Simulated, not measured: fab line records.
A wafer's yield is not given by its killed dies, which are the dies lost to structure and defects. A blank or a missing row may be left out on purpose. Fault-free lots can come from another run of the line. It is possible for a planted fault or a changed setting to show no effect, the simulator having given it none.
Comparing a struck lot with a sound one || flow gf180mcu || 18 out of 602 route steps
Sound: these wafers, L498.1, L498.5, L498.6. Struck: wafers L488.3, L488.5 (left out: L488.2, a lot-mate that was not struck); the cause follows at the end.
Each step with rows lists, per side, the tool, then ch with its chambers, then its first start. Under that, the readings that differ: sound wafers || struck wafers || difference of the means || sigmas: that difference in standard deviations of wafers without a fault.
alike: same words and numbers on both sides, and readings whose means sit less than 2 such deviations apart. not compared: any withheld reading, any reading some wafer has no value for, any bound like >300 that may hide the same value, and any number with overlapping values for which the record gives no deviation.
The two part at a step that has a row with sigmas, a row that says differs or no value, or rows on one side only. Non-overlapping numbers with no deviation appear without sigmas and do not part them. A reading that every wafer of one side lacks parts them only if that side has two wafers or more.

first, 3 steps without rows for these wafers: GF_V3_EXPOSE_11 (exposes mask Via3, target cd 260 nm); GF_V3_PEB_12 (peb time 90 s); GF_V3_DEVELOP_13 (develop time 60 s).
GF_V3_CD_MEAS_14: the cd target is 260 nm.
  sound on cdSem-01 at day 28 19:29; struck on cdSem-02 at day 25 07:30
  alike: cdNm
GF_V3_OVL_MEAS_15:
  sound on overlay-01 at day 28 19:36; struck on overlay-02 at day 25 07:36
  alike: V3_OVL
then, 1 step without rows for these wafers: GF_V3_ETCH_16 (etches BARC in N2/H2).
GF_V3_ETCH_17: etches SiO2 in C4F8/O2/Ar, stops on TiN, target depth 635 nm.
  sound on rieDiel-02 ch 2,3; struck on rieDiel-04 ch 0,3
  alike: oesProductAu
GF_V3_STRIP_18: strips in O2/N2.
  sound on plasmaAsher-02 ch 0,1, day 28 19:46; struck on plasmaAsher-01 ch 0, day 25 07:46
  alike: drypumpMotorCurrentA, heaterPowerW, oesProductAu
  not compared: rfHoursCounterH
then, 2 steps without rows for these wafers: GF_V3_STRIP_19 (strips in post etch residue remover, time 1200 s); GF_V3_CLEAN_20 (cleans in DIW).
GF_V3_SPUTTER_21: material Ti, target thk 15 nm, time 80.02 s.
  sound on pvdSputter-01 at day 28 20:18; struck on pvdSputter-02 at day 25 08:17
{"reading": "throttleValvePct (%)", "sound": "31.4 31.5 31.7", "struck": "29.1 29.8", "difference": -2.1, "sigmas": -2}
GF_V3_SPUTTER_22: material TiN, target thk 10 nm, time 40 s.
  sound on pvdSputter-01 at day 28 20:22; struck on pvdSputter-02 at day 25 08:22
{"reading": "throttleValvePct (%)", "sound": "31.6 31.7 31.5", "struck": "29.2 30.0", "difference": -2.0, "sigmas": -2}
GF_V3_CVD_23: deposits W, target thk 350 nm, time 104.9 s.
  sound on cvdW-01 ch 0,1, day 28 20:24; struck on cvdW-01 ch 1, day 25 08:23
{"reading": "model.W_of_V3_CVD_23.thkNm (nm)", "sound": "350.8 354 355.6", "struck": "109.6 105.8", "difference": -245.8, "sigmas": ""}
  alike: heaterPowerOuterW, heaterPowerW
GF_V3_RS_MEAS_24: a four-point-probe measurement.
  sound on filmMetro-04 at day 28 20:31; struck on filmMetro-04 at day 25 08:32
{"reading": "V3_W_RS (ohm/sq)", "sound": "0.327 0.324 0.323", "struck": "1.068 1.107", "difference": "+0.763", "sigmas": "+99 or more"}
GF_V3_THK_MEAS_25: measures by xrf.
  sound on filmMetro-04 at day 28 20:38; struck on filmMetro-04 at day 25 08:38
{"reading": "V3_W_THK (nm)", "sound": "342 346 345", "struck": "108 105", "difference": -238, "sigmas": -46}
GF_V3_CMP_26: polishes, stops on SiO2, t overpolish 15 s, target thk 0 nm.
  sound on cmp-01 ch 0,1, day 28 20:45; struck on cmp-02 ch 0,1, day 25 08:44
{"reading": "timeToEndpointS (s)", "sound": "79 79 84", "struck": "25 30", "difference": -53, "sigmas": -12}
  alike: edgeZonePressureFrac, motorCurrentA
GF_M4_SPUTTER_00: material Ti, target thk 37.5 nm, time 150 s.
  sound on pvdSputter-04 at day 28 21:00; struck on pvdSputter-04 at day 25 08:59
{"reading": "throttleValvePct (%)", "sound": "32.2 32.4 31.0", "struck": "28.9 28.9", "difference": -3.0, "sigmas": -2}
next, for these wafers, 1 step has no rows: GF_PASSIVATION_PROBE_99.

== WHERE THEY PART ==
Last at GF_M4_SPUTTER_00 as far as this record goes, first at GF_V3_SPUTTER_21.

WHY: what had been put in by the simulator
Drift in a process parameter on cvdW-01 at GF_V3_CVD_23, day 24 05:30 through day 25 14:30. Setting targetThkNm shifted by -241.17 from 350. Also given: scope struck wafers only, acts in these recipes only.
